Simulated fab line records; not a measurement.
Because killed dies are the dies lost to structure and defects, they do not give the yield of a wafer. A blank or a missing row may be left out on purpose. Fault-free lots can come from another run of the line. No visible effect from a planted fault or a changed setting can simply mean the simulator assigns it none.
fab line records	flow sfqLine
record lots=5	wafers=15	lastDay=89
route steps=325 shown I6@270 M7@281 I7@296 M8@311
lots that met no fault: from a run of the same line without faults
startH: hours from the record's opening day to when the first of the lot's shown wafers began	waitH: time in hours since the lot's previous step	" identical to the entry in the row above	L1.1+2: a row that stands for several wafers	- no value, or no start was given	* or withheld: withheld	< > ~ a bound
route shown NAME@n: NAME is a module with steps in the file, n the number in the route of the first one	usual: mean and standard deviation over wafers with no fault	same: alike in all rows	chamber/n: place in a boat	sites: the reading at each site	_std_site: their standard deviation	_edge_site: inner sites' mean taken away from outer sites' mean	radiusMm: how far each site lies from the wafer's centre	mask NAME#n: copy n	behind: the most recent tool/chamber to have shaped the wafer	hold: reason for holding the lot/hours on hold/outcome of the hold	device: which transistor (n, p or np) failed to switch	end of line: at the end of the route, the tests of the same wafers	step lacking rows: just its recipe	killed: at the first sort, the dies lost to defects and structure; wafer yield is something else	map: the dies of a wafer, with x for killed, . for not killed, _ for no die there
set.NAME: the setting that was run; set.NAME@STEP: the one run at that earlier step	model.NAME: the simulator's own value behind a step, which no gauge read
lots seen at some steps along the route; tables by step, rows by wafer
services: a tool's chamber out of use, with start hour (startH, from the record's first day; less than 0 if before it), hours out, and reason
## steps
# step SFQ_TRILAYER_I6_VIA_LITHO_COAT_174
# recipe resist=BARC	spinRpm=3000	resistThkNm=62
# step SFQ_TRILAYER_I6_VIA_LITHO_COAT_169
# recipe resist=KrF	spinRpm=3000	resistThkNm=650
# step SFQ_TRILAYER_I6_VIA_LITHO_SOFTBAKE_173
# recipe tempC=withheld	timeS=withheld	resist=KrF
# step SFQ_TRILAYER_I6_VIA_LITHO_EXPOSE_170
# recipe maskId=I6	na=0.6	sourceShape=conventional	sigmaOuter=0.65	targetCdNm=700	doseMj=21.3
# step SFQ_TRILAYER_I6_VIA_LITHO_PEB_172
# recipe pebTempC=115	pebTimeS=60	resist=KrF
# step SFQ_TRILAYER_I6_VIA_LITHO_DEVELOP_171
# recipe timeS=60	resist=KrF
# step SFQ_I6_OVL_MEAS_942
# usual I6_OVL=1/6
lot.wafer	tool	chamber	startH	waitH	I6_OVL[nm]
L113.3	overlay-01	-	1724.09	0.1	9
L113.5	"	-	"	"	12
L113.6	"	-	"	"	3
L115.3	overlay-01	-	1726.49	0.1	0
L115.5	"	-	"	"	0
L115.6	"	-	"	"	4
L117.2	overlay-01	-	1796.75	0.1	-8
L117.4	"	-	"	"	-6
L117.5	"	-	"	"	-11
L125.1	overlay-01	-	1951.96	0.1	-5
L125.3	"	-	"	"	3
L125.5	"	-	"	"	-2
L131.1	overlay-01	-	2042.16	0.1	4
L131.3	"	-	"	"	-1
L131.5	"	-	"	"	3
# step SFQ_TRILAYER_I6_VIA_BARC_OPEN_VIA_ETCH_235
# recipe maskMaterial=PR	chemistry=O2	targetDepthNm=125	target=BARC	sourceW=500	biasW=80	pressureMtorr=30	timeS=41.7
# step SFQ_TRILAYER_I6_VIA_ETCH_VIA_ETCH_172
# recipe target=SiO2	stopOn=Nb	maskMaterial=PR	taperDeg=20	chemistry=CHF3	targetDepthNm=260	sourceW=500	biasW=80	pressureMtorr=30	timeS=withheld
# usual drypumpMotorCurrentA=5.9/0.55	oesProductAu=0.855/0.0054
lot.wafer	tool	chamber	startH	waitH	drypumpMotorCurrentA	oesProductAu
L113.3	rieDiel-04	3	1724.15	0.0	5.9	0.852
L113.5	"	2	"	"	5.6	0.861
L113.6	"	1	"	"	6.6	0.855
L115.3	rieDiel-02	3	1726.55	0.0	6.3	0.866
L115.5	"	3	"	"	6.3	0.866
L115.6	"	1	"	"	5.0	0.847
L117.2	rieDiel-03	1	1796.82	0.0	6.2	0.856
L117.4	"	2	"	"	6.4	0.851
L117.5	"	0	"	"	5.7	0.846
L125.1	rieDiel-04	2	1952.04	0.0	5.6	0.854
L125.3	"	0	"	"	5.0	0.858
L125.5	"	2	"	"	5.6	0.846
L131.1	rieDiel-04	1	2042.24	0.0	6.6	0.854
L131.3	"	2	"	"	5.6	0.860
L131.5	"	3	"	"	5.9	0.855
# step SFQ_TRILAYER_I6_VIA_STRIP_STRIP_173
# recipe gas=O2	powerW=200	platenTempC=40	overashFraction=0.65	chemistry=O2	pressureMtorr=50
# step SFQ_TRILAYER_I6_VIA_STRIP_SOLV_CLEAN_174
# recipe chemistry=NMP	tempC=70	timeS=600
# step SFQ_TRILAYER_M7_DEP_PRE_CLEAN_176
# recipe gas=Ar	timeS=22.5	biasV=250
# step SFQ_TRILAYER_M7_DEP_SPUTTER_175
# recipe material=Nb	basePressurePa=1.33e-06	chamberPressurePa=0.1333	substrateTempC=20	targetThkNm=200	powerW=2000	timeS=133.3
# usual throttleValvePct=30.2/1.2
lot.wafer	tool	chamber	startH	waitH	throttleValvePct	model.Nb_of_TRILAYER_M7_DEP_SPUTTER_175.thkNm
L113.3	pvdSputter-04	-	1725.07	0.0	29.4	201.3
L113.5	"	-	"	"	32.4	200.6
L113.6	"	-	"	"	28.4	200.8
L115.3	pvdSputter-05	-	1727.47	0.0	30.0	200.2
L115.5	"	-	"	"	30.0	198.6
L115.6	"	-	"	"	30.2	200.6
L117.2	pvdSputter-04	-	1797.74	0.0	28.5	208.8
L117.4	"	-	"	"	28.7	209.2
L117.5	"	-	"	"	28.8	196
L125.1	pvdSputter-05	-	1952.96	0.0	31.2	199.6
L125.3	"	-	"	"	29.9	197.8
L125.5	"	-	"	"	30.1	198.8
L131.1	pvdSputter-03	-	2043.75	0.0	29.0	200.1
L131.3	"	-	"	"	30.5	200.3
L131.5	"	-	"	"	30.6	200.6
# step SFQ_M7_RS_MEAS_943
# recipe thkMeasGauge=four-point-probe	reads=Nb_of_TRILAYER_M7_DEP_SPUTTER_175
# usual M7_NB_RS=0.897/0.0093
lot.wafer	tool	chamber	startH	waitH	M7_NB_RS[ohm/sq]
L113.3	filmMetro-02	-	1725.20	0.1	0.885
L113.5	"	-	"	"	0.890
L113.6	"	-	"	"	0.889
L115.3	filmMetro-04	-	1727.60	0.1	0.888
L115.5	"	-	"	"	0.894
L115.6	"	-	"	"	0.886
L117.2	filmMetro-02	-	1797.85	0.1	0.853
L117.4	"	-	"	"	0.852
L117.5	"	-	"	"	0.909
L125.1	filmMetro-02	-	1953.05	0.0	0.893
L125.3	"	-	"	"	0.902
L125.5	"	-	"	"	0.897
L131.1	filmMetro-04	-	2043.84	0.0	0.887
L131.3	"	-	"	"	0.887
L131.5	"	-	"	"	0.885
# step SFQ_TRILAYER_M7_LITHO_COAT_182
# recipe resist=BARC	spinRpm=3000	resistThkNm=62
# step SFQ_TRILAYER_M7_LITHO_COAT_177
# recipe resist=KrF	spinRpm=3000	resistThkNm=600
# step SFQ_TRILAYER_M7_LITHO_SOFTBAKE_181
# recipe tempC=withheld	timeS=withheld	resist=KrF
# step SFQ_TRILAYER_M7_LITHO_EXPOSE_178
# recipe maskId=M7	na=0.6	sourceShape=conventional	sigmaOuter=0.65	targetCdNm=500	doseMj=14.4
# step SFQ_TRILAYER_M7_LITHO_PEB_180
# recipe pebTempC=115	pebTimeS=62.28	resist=KrF
# usual plateSensorTCentreC=115.95/0.01	plateSensorTEdgeC=116.08/0.0098
# same pebTimeS=62.28
lot.wafer	tool	chamber	startH	waitH	plateSensorTCentreC	plateSensorTEdgeC
L113.3	lithoTrack-04	0	1728.62	0.7	115.95	116.08
L113.5	"	0	"	"	115.94	116.1
L113.6	"	0	"	"	115.97	116.1
L115.3	lithoTrack-04	0	1731.02	0.7	115.95	116.09
L115.5	"	0	"	"	115.97	116.07
L115.6	"	0	"	"	115.96	116.1
L117.2	lithoTrack-02	0	1801.27	0.8	115.95	116.07
L117.4	"	0	"	"	115.96	116.08
L117.5	"	0	"	"	115.96	116.09
L125.1	lithoTrack-03	0	1955.39	1.0	115.92	116.07
L125.3	"	0	"	"	115.97	116.08
L125.5	"	0	"	"	115.95	116.1
L131.1	lithoTrack-04	0	2119.88	1.0	115.97	116.06
L131.3	"	0	"	"	115.95	116.08
L131.5	"	0	"	"	115.96	116.07
# step SFQ_TRILAYER_M7_LITHO_DEVELOP_179
# recipe timeS=60	resist=KrF
# step SFQ_M7_OVL_MEAS_945
# usual M7_OVL=0/6.5
lot.wafer	tool	chamber	startH	waitH	M7_OVL[nm]
L113.3	overlay-01	-	1728.89	0.1	7
L113.5	"	-	"	"	12
L113.6	"	-	"	"	4
L115.3	overlay-01	-	1731.29	0.1	0
L115.5	"	-	"	"	-2
L115.6	"	-	"	"	-6
L117.2	overlay-01	-	1801.55	0.1	3
L117.4	"	-	"	"	1
L117.5	"	-	"	"	8
L125.1	overlay-01	-	1955.69	0.1	11
L125.3	"	-	"	"	9
L125.5	"	-	"	"	10
L131.1	overlay-02	-	2120.18	0.1	5
L131.3	"	-	"	"	-1
L131.5	"	-	"	"	-4
# step SFQ_TRILAYER_M7_BARC_OPEN_METAL_ETCH_229
# recipe maskMaterial=PR	chemistry=O2	targetDepthNm=125	target=BARC	icpW=600	biasW=80	pressureMtorr=10	timeS=41.7
# step SFQ_TRILAYER_M7_ETCH_METAL_ETCH_180
# recipe target=Nb	stopOn=SiO2	maskMaterial=PR	chemistry=Cl2/Ar	targetDepthNm=240	icpW=600	biasW=80	pressureMtorr=10	timeS=120
# usual drypumpMotorCurrentA=6.03/0.18	oesProductAu=0.890/0.0071
lot.wafer	tool	chamber	startH	waitH	drypumpMotorCurrentA	oesProductAu	rfHoursCounterH
L113.3	rieMetal-03	1	1729.01	0.1	6.39	0.906	-
L113.5	"	1	"	"	6.39	0.895	-
L113.6	"	0	"	"	5.98	0.898	-
L115.3	rieMetal-04	0	1731.41	0.1	5.80	0.896	-
L115.5	"	0	"	"	5.77	0.895	-
L115.6	"	1	"	"	6.00	0.901	-
L117.2	rieMetal-03	1	1801.64	0.0	6.37	0.906	83
L117.4	"	0	"	"	5.95	0.914	-
L117.5	"	0	"	"	5.96	0.878	-
L125.1	rieMetal-04	0	1955.79	0.0	5.77	0.891	126
L125.3	"	1	"	"	6.00	0.881	-
L125.5	"	0	"	"	5.79	0.888	-
L131.1	rieMetal-01	0	2120.27	0.0	6.11	0.897	119
L131.3	"	1	"	"	6.00	0.897	-
L131.5	"	1	"	"	5.97	0.890	-
# step SFQ_TRILAYER_M7_STRIP_STRIP_181
# recipe gas=O2	powerW=200	platenTempC=40	overashFraction=0.6219	chemistry=O2	pressureMtorr=50
# usual drypumpMotorCurrentA=6.03/0.18	oesProductAu=1.004/0.0094
lot.wafer	tool	chamber	startH	waitH	drypumpMotorCurrentA	oesProductAu	rfHoursCounterH
L113.3	rieMetal-03	1	1729.29	0.2	6.41	1.018	-
L113.5	"	1	"	"	6.40	1.009	-
L113.6	"	0	"	"	5.94	1.019	-
L115.3	rieMetal-04	0	1731.69	0.2	5.80	1.014	-
L115.5	"	0	"	"	5.75	1.019	-
L115.6	"	1	"	"	6.00	1.012	-
L117.2	rieMetal-03	1	1801.76	0.1	6.39	0.998	83
L117.4	"	0	"	"	5.97	1.004	-
L117.5	"	0	"	"	5.97	0.994	-
L125.1	rieMetal-04	0	1955.91	0.1	5.80	1.000	126
L125.3	"	1	"	"	6.01	1.010	-
L125.5	"	0	"	"	5.83	1.003	-
L131.1	rieMetal-01	0	2120.40	0.1	6.10	0.997	119
L131.3	"	1	"	"	5.96	1.010	-
L131.5	"	1	"	"	5.97	1.013	-
# step SFQ_TRILAYER_M7_STRIP_SOLV_CLEAN_182
# recipe chemistry=NMP	tempC=70	timeS=600
# step SFQ_TRILAYER_I7_DEP_PECVD_183
# recipe material=SiO2	tempC=150	timeS=111.11	pressureTorr=2.4	rfW=183.3	precursor=SiH4/N2O	targetThkNm=500
# step SFQ_TRILAYER_I7_CMP_CMP_184
# recipe material=SiO2	downForcePsi=3	platenRpm=60	padVelocityMS=0.94248
# step SFQ_I7_BOW_MEAS_946
# recipe mode=bow
# usual I7_BOW=8/11
lot.wafer	tool	chamber	startH	waitH	I7_BOW[um]
L113.3	filmMetro-02	-	1732.99	1.0	-1
L113.5	"	-	"	"	12
L113.6	"	-	"	"	6
L115.3	filmMetro-04	-	1735.99	2.5	16
L115.5	"	-	"	"	13
L115.6	"	-	"	"	10
L117.2	filmMetro-03	-	1811.07	2.0	-14
L117.4	"	-	"	"	6
L117.5	"	-	"	"	-3
L125.1	filmMetro-02	-	1959.76	2.0	1
L125.3	"	-	"	"	6
L125.5	"	-	"	"	8
L131.1	filmMetro-02	-	2124.25	1.5	5
L131.3	"	-	"	"	9
L131.5	"	-	"	"	17
# step SFQ_TRILAYER_I7_METRO_MEASURE_185
# step SFQ_TRILAYER_I7_VIA_LITHO_COAT_192
# recipe resist=BARC	spinRpm=3000	resistThkNm=62
# step SFQ_TRILAYER_I7_VIA_LITHO_COAT_187
# recipe resist=KrF	spinRpm=3000	resistThkNm=650
# step SFQ_TRILAYER_I7_VIA_LITHO_SOFTBAKE_191
# recipe tempC=withheld	timeS=withheld	resist=KrF
# step SFQ_TRILAYER_I7_VIA_LITHO_EXPOSE_188
# recipe maskId=I7	na=0.6	sourceShape=conventional	sigmaOuter=0.65	targetCdNm=1000	doseMj=21.3
# step SFQ_TRILAYER_I7_VIA_LITHO_PEB_190
# recipe pebTempC=115	pebTimeS=60	resist=KrF
# step SFQ_TRILAYER_I7_VIA_LITHO_DEVELOP_189
# recipe timeS=60	resist=KrF
# step SFQ_I7_OVL_MEAS_947
# usual I7_OVL=1/6.3
lot.wafer	tool	chamber	startH	waitH	I7_OVL[nm]
L113.3	overlay-02	-	1736.65	0.1	-1
L113.5	"	-	"	"	-9
L113.6	"	-	"	"	-1
L115.3	overlay-01	-	1848.05	0.1	15
L115.5	"	-	"	"	10
L115.6	"	-	"	"	12
L117.2	overlay-02	-	1904.18	0.1	-9
L117.4	"	-	"	"	-15
L117.5	"	-	"	"	-13
L125.1	overlay-01	-	1964.36	0.1	5
L125.3	"	-	"	"	9
L125.5	"	-	"	"	10
L131.1	overlay-01	-	2129.06	0.1	5
L131.3	"	-	"	"	4
L131.5	"	-	"	"	8
# step SFQ_TRILAYER_I7_VIA_BARC_OPEN_VIA_ETCH_260
# recipe maskMaterial=PR	chemistry=O2	targetDepthNm=125	target=BARC	sourceW=500	biasW=80	pressureMtorr=30	timeS=41.7
# usual drypumpMotorCurrentA=5.9/0.52	oesProductAu=0.685/0.0048
lot.wafer	tool	chamber	startH	waitH	drypumpMotorCurrentA	oesProductAu	rfHoursCounterH
L113.3	rieDiel-02	2	1736.68	0.0	6.3	0.686	19
L113.5	"	2	"	"	6.3	0.689	-
L113.6	"	1	"	"	5.0	0.678	-
L115.3	rieDiel-01	1	1848.08	0.0	6.3	0.688	16
L115.5	"	0	"	"	5.6	0.678	-
L115.6	"	1	"	"	6.3	0.683	-
L117.2	rieDiel-02	1	1904.21	0.0	5.0	0.683	3
L117.4	"	3	"	"	6.3	0.684	20
L117.5	"	2	"	"	6.4	0.683	-
L125.1	rieDiel-02	0	1964.40	0.0	6.0	0.695	1
L125.3	"	1	"	"	5.0	0.683	4
L125.5	"	3	"	"	6.3	0.686	-
L131.1	rieDiel-02	1	2129.10	0.0	5.0	0.687	8
L131.3	"	2	"	"	6.4	0.685	4
L131.5	"	0	"	"	6.1	0.691	-
# step SFQ_TRILAYER_I7_VIA_ETCH_VIA_ETCH_190
# recipe target=SiO2	stopOn=Nb	maskMaterial=PR	taperDeg=20	chemistry=CHF3	targetDepthNm=260	sourceW=500	biasW=80	pressureMtorr=30	timeS=withheld
# step SFQ_TRILAYER_I7_VIA_STRIP_STRIP_191
# recipe gas=O2	powerW=200	platenTempC=40	overashFraction=0.65	chemistry=O2	pressureMtorr=50
# usual drypumpMotorCurrentA=5.8/0.44	oesProductAu=0.999/0.0084
lot.wafer	tool	chamber	startH	waitH	drypumpMotorCurrentA	oesProductAu	rfHoursCounterH
L113.3	rieMetal-03	1	1737.03	-	6.4	0.999	-
L113.5	"	0	"	"	6.0	1.000	-
L113.6	"	1	"	"	6.4	0.997	-
L115.3	rieMetal-03	1	1848.43	-	6.4	1.012	-
L115.5	"	0	"	"	6.0	1.007	-
L115.6	"	1	"	"	6.4	1.016	-
L117.2	rieMetal-04	1	1904.36	-	6.0	1.010	109
L117.4	"	0	"	"	5.8	1.017	-
L117.5	"	0	"	"	5.8	1.015	-
L125.1	rieMetal-03	0	1964.55	-	6.0	1.000	11
L125.3	"	1	"	"	6.4	0.994	-
L125.5	"	1	"	"	6.4	0.998	-
L131.1	rieMetal-04	0	2129.25	-	5.8	0.997	12
L131.3	"	0	"	"	5.8	1.009	-
L131.5	"	0	"	"	5.8	0.999	-
# step SFQ_TRILAYER_I7_VIA_STRIP_SOLV_CLEAN_192
# recipe chemistry=NMP	tempC=70	timeS=600
# step SFQ_TRILAYER_M8_LITHO_LOR_COAT_197
# recipe resist=lift-off	spinRpm=3000
# step SFQ_M8_BOW_MEAS_951
# recipe mode=bow
# usual M8_BOW=9/11
lot.wafer	tool	chamber	startH	waitH	M8_BOW[um]	model.etest.m7.ohmUm	model.etest.i6.linkOhm	model.etest.m7.ohmSq	model.etest.i7.linkOhm
L113.3	filmMetro-01	-	1857.63	0.0	1	1.784	1.87	0.8844	1.047
L113.5	"	-	"	"	13	1.798	1.879	0.8875	1.05
L113.6	"	-	"	"	6	1.797	1.873	0.8865	1.049
L115.3	filmMetro-03	-	1861.23	0.0	18	1.803	1.867	0.8895	1.05
L115.5	"	-	"	"	14	1.816	1.887	0.8963	1.057
L115.6	"	-	"	"	12	1.809	1.859	0.8874	1.05
L117.2	filmMetro-03	-	1919.15	0.0	-13	1.727	1.831	0.8526	1.017
L117.4	"	-	"	"	6	1.733	1.829	0.8511	1.015
L117.5	"	-	"	"	-3	1.84	1.9	0.9081	1.07
L125.1	filmMetro-03	-	1979.15	0.0	3	1.811	1.869	0.892	1.052
L125.3	"	-	"	"	7	1.838	1.891	0.9	1.061
L125.5	"	-	"	"	10	1.812	1.884	0.8957	1.058
L131.1	filmMetro-04	-	2133.95	0.0	7	1.807	1.873	0.8897	1.052
L131.3	"	-	"	"	9	1.79	1.885	0.8889	1.052
L131.5	"	-	"	"	16	1.79	1.886	0.8874	1.052
## services
tool	chamber	startH	hours	kind
rieMetal-01	-	1702.62	10.0	pm
rieDiel-02	0	1711.31	38.1	repair
pvdSputter-05	-	1731.08	5.9	repair
rieMetal-04	1	1743.25	4.9	repair
rieDiel-02	2	1754.04	10.1	repair
rieDiel-02	2	1775.44	13.8	repair
rieDiel-04	1	1786.20	3.1	repair
rieMetal-03	-	1825.23	2.8	pm
rieDiel-04	-	1861.30	14.6	pm
pvdSputter-05	-	1861.42	2.7	repair
rieMetal-01	-	1874.49	1.5	repair
rieDiel-02	-	1880.47	0.4	repair
pvdSputter-05	-	1895.99	1.5	repair
pvdSputter-05	-	1897.06	1.9	repair
rieDiel-04	-	1936.28	4.0	pm
rieMetal-04	-	1971.61	28.1	pm
rieDiel-02	-	2007.18	2.8	pm
rieMetal-03	-	2021.08	1.4	pm
rieMetal-04	-	2029.30	0.3	repair
rieMetal-03	-	2067.50	28.1	pm
rieDiel-04	3	2081.37	1.3	repair
rieDiel-04	0	2105.45	8.9	repair
rieDiel-04	2	2108.43	4.9	repair
rieMetal-04	1	2119.31	1.4	repair
## key
firstSign step=SFQ_M7_RS_MEAS_943	reading=M7_NB_RS	direction=down	sigmas=4.7	usual=0.897	struck=0.853
effect step=SFQ_TRILAYER_M7_ETCH_METAL_ETCH_180	reading=oesProductAu	direction=up	sigmas=2.9	usual=0.890	struck=0.910
modelEffect step=SFQ_TRILAYER_M7_DEP_SPUTTER_175	value=Nb_of_TRILAYER_M7_DEP_SPUTTER_175.thkNm	without=196.5	struck=209
modelEffect step=SFQ_M8_BOW_MEAS_951	value=etest.m7.ohmUm	without=1.84	struck=1.73
metAt SFQ_TRILAYER_M7_DEP_SPUTTER_175
struckWafers L117.2,L117.4
onsetBetween 1725.07 1797.74
fault kind=processParameterDrift	tool=pvdSputter-04	chamber=-	onsetH=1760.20	steps=SFQ_TRILAYER_M7_DEP_SPUTTER_175	channel=timeS	offset=*	shape=step	endH=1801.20	actsIn=*	stated=*	scope=struckWafersOnly
